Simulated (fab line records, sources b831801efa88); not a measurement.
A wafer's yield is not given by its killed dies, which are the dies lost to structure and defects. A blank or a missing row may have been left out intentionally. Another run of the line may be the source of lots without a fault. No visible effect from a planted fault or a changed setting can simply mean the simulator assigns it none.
Matching of chambers / flow sky130 / hdpcvd-02 running SKY_VIA2_HDPCVD_00: 3 sister chambers
The step deposits SiO2, target thk 1180 nm, time 196.7 s. 3 wafers are shown with their chamber, then 8 later ones without.

## WAFERS PAIRED WITH THEIR CHAMBERS
wafer=L681.1; chamber=2; run_length_s (s)=224.2
wafer=L681.3; chamber=0; run_length_s (s)=226.3
wafer=L681.4; chamber=1; run_length_s (s)=225.9

## WAFERS WHOSE CHAMBER IS MISSING
wafer=L682.2; run_length_s (s)=225.3
wafer=L682.4; run_length_s (s)=225.7
wafer=L682.6; run_length_s (s)=226.4
wafer=L683.2; run_length_s (s)=226.3
wafer=L683.3; run_length_s (s)=225.3
wafer=L683.5; run_length_s (s)=224.5
wafer=L692.2; run_length_s (s)=224.5
wafer=L692.5; run_length_s (s)=225.9

## THE CHAMBER EACH PASSED THROUGH
wafer=L682.2; from the rows above=can't be placed: 1 or 0 or 2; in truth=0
wafer=L682.4; from the rows above=can't be placed: 1 or 0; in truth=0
wafer=L682.6; from the rows above=can't be placed: 0 or 1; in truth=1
wafer=L683.2; from the rows above=can't be placed: 0 or 1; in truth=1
wafer=L683.3; from the rows above=can't be placed: 1 or 0 or 2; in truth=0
wafer=L683.5; from the rows above=2; in truth=2
wafer=L692.2; from the rows above=2; in truth=2
wafer=L692.5; from the rows above=can't be placed: 1 or 0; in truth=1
Correctly placed: 2 of 8. Not placeable from these rows: 6 (in 6, the candidates include the true chamber). Placed wrongly: 0.
How it was worked out, from the rows above alone: a wafer's distance from a chamber is the root of the sum, over the readings, of the square of ((its reading less the chamber's mean) divided by the reading's scatter). If the next closest chamber is less than 2 further off than the closest, the wafer can't be placed; otherwise it belongs to the closest. Each chamber's mean is taken over the wafers shown for it. The scatter (one wafer shown for each chamber): square how far every hidden wafer sits from the nearest shown wafer, average those squares and take the square root.
